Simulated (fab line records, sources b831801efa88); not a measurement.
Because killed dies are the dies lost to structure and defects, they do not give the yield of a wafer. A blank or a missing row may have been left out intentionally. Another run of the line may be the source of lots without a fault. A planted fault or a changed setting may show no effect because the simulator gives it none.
Chamber matching || flow sky130 || cmp-01 running SKY_VIA2_CMP_24: 4 sister chambers
The step polishes, stops on SiO2, t overpolish 20 s, target thk 0 nm. 18 wafers are shown with their chamber, then 8 later ones without.

EACH WAFER AND ITS CHAMBER
{"wafer": "L532.1", "chamber": 0, "motor current A (A)": 11.5, "overpolish run s (s)": 20.005, "time to endpoint s (s)": 100}
{"wafer": "L532.5", "chamber": 0, "motor current A (A)": 11.6, "overpolish run s (s)": 20.008, "time to endpoint s (s)": 102}
{"wafer": "L532.6", "chamber": 3, "motor current A (A)": 10.1, "overpolish run s (s)": 20.014, "time to endpoint s (s)": 105}
{"wafer": "L533.2", "chamber": 1, "motor current A (A)": 10.2, "overpolish run s (s)": 19.999, "time to endpoint s (s)": 102}
{"wafer": "L533.3", "chamber": 3, "motor current A (A)": 9.9, "overpolish run s (s)": 19.999, "time to endpoint s (s)": 100}
{"wafer": "L533.4", "chamber": 2, "motor current A (A)": 9.8, "overpolish run s (s)": 19.972, "time to endpoint s (s)": 101}
{"wafer": "L537.1", "chamber": 0, "motor current A (A)": 11.3, "overpolish run s (s)": 20.008, "time to endpoint s (s)": 103}
{"wafer": "L537.3", "chamber": 1, "motor current A (A)": 10.0, "overpolish run s (s)": 20.001, "time to endpoint s (s)": 103}
{"wafer": "L537.5", "chamber": 0, "motor current A (A)": 12.0, "overpolish run s (s)": 19.973, "time to endpoint s (s)": 102}
{"wafer": "L536.1", "chamber": 3, "motor current A (A)": 10.2, "overpolish run s (s)": 19.998, "time to endpoint s (s)": 105}
{"wafer": "L536.6", "chamber": 0, "motor current A (A)": 12.5, "overpolish run s (s)": 19.996, "time to endpoint s (s)": 104}
{"wafer": "L549.2", "chamber": 3, "motor current A (A)": 10.2, "overpolish run s (s)": 19.987, "time to endpoint s (s)": 104}
{"wafer": "L549.3", "chamber": 1, "motor current A (A)": 10.5, "overpolish run s (s)": 20.003, "time to endpoint s (s)": 100}
{"wafer": "L549.5", "chamber": 2, "motor current A (A)": 9.7, "overpolish run s (s)": 19.978, "time to endpoint s (s)": 100}
{"wafer": "L551.2", "chamber": 1, "motor current A (A)": 10.4, "overpolish run s (s)": 20.001, "time to endpoint s (s)": 98}
{"wafer": "L551.4", "chamber": 2, "motor current A (A)": 9.6, "overpolish run s (s)": 19.993, "time to endpoint s (s)": 106}
{"wafer": "L551.6", "chamber": 1, "motor current A (A)": 10.7, "overpolish run s (s)": 19.999, "time to endpoint s (s)": 97}
{"wafer": "L552.2", "chamber": 0, "motor current A (A)": 12.0, "overpolish run s (s)": 19.998, "time to endpoint s (s)": 98}

SIGNATURES (means of the wafers above)
{"reading": "motor current A", "chamber 0": 11.817, "chamber 1": 10.360, "chamber 2": 9.700, "chamber 3": 10.100, "scatter within a chamber": 0.307}
{"reading": "overpolish run s", "chamber 0": 19.99800, "chamber 1": 20.00060, "chamber 2": 19.98100, "chamber 3": 19.99950, "scatter within a chamber": 0.0103}
{"reading": "time to endpoint s", "chamber 0": 101.50, "chamber 1": 100.00, "chamber 2": 102.33, "chamber 3": 103.50, "scatter within a chamber": 2.5}
Rule: for a wafer and a chamber, the distance is found by dividing, reading by reading, the gap between the wafer's reading and the chamber's mean by the reading's scatter, squaring, summing and taking the root. If the next closest chamber is less than 2 further off than the closest, the wafer can't be placed; otherwise it belongs to the closest. The scatter is the square root of a quotient: the sum, over the shown wafers, of each reading's squared deviation from its chamber's mean, divided by wafers minus chambers.

WAFERS MISSING THEIR CHAMBER
{"wafer": "L552.3", "motor current A (A)": 10.4, "overpolish run s (s)": 19.994, "time to endpoint s (s)": 97}
{"wafer": "L552.5", "motor current A (A)": 9.9, "overpolish run s (s)": 20.015, "time to endpoint s (s)": 99}
{"wafer": "L554.1", "motor current A (A)": 12.2, "overpolish run s (s)": 20.012, "time to endpoint s (s)": 102}
{"wafer": "L554.3", "motor current A (A)": 10.3, "overpolish run s (s)": 19.987, "time to endpoint s (s)": 101}
{"wafer": "L554.5", "motor current A (A)": 12.1, "overpolish run s (s)": 19.990, "time to endpoint s (s)": 101}
{"wafer": "L555.1", "motor current A (A)": 9.6, "overpolish run s (s)": 20.003, "time to endpoint s (s)": 100}
{"wafer": "L555.2", "motor current A (A)": 12.0, "overpolish run s (s)": 19.994, "time to endpoint s (s)": 99}
{"wafer": "L555.6", "motor current A (A)": 12.3, "overpolish run s (s)": 20.007, "time to endpoint s (s)": 95}

CHAMBER TAKEN BY EACH
{"wafer": "L552.3", "from the rows above": "can't be placed: 1 or 3", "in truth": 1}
{"wafer": "L552.5", "from the rows above": "can't be placed: 1 or 3 or 2", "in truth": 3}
{"wafer": "L554.1", "from the rows above": 0, "in truth": 0}
{"wafer": "L554.3", "from the rows above": "can't be placed: 1 or 3 or 2", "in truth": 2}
{"wafer": "L554.5", "from the rows above": 0, "in truth": 0}
{"wafer": "L555.1", "from the rows above": "can't be placed: 3 or 2 or 1", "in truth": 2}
{"wafer": "L555.2", "from the rows above": 0, "in truth": 0}
{"wafer": "L555.6", "from the rows above": 0, "in truth": 0}
Correctly placed: 4 of 8. Unplaceable from these rows: 4, with the true chamber sitting among the candidates in 4. Number placed wrongly: 0.
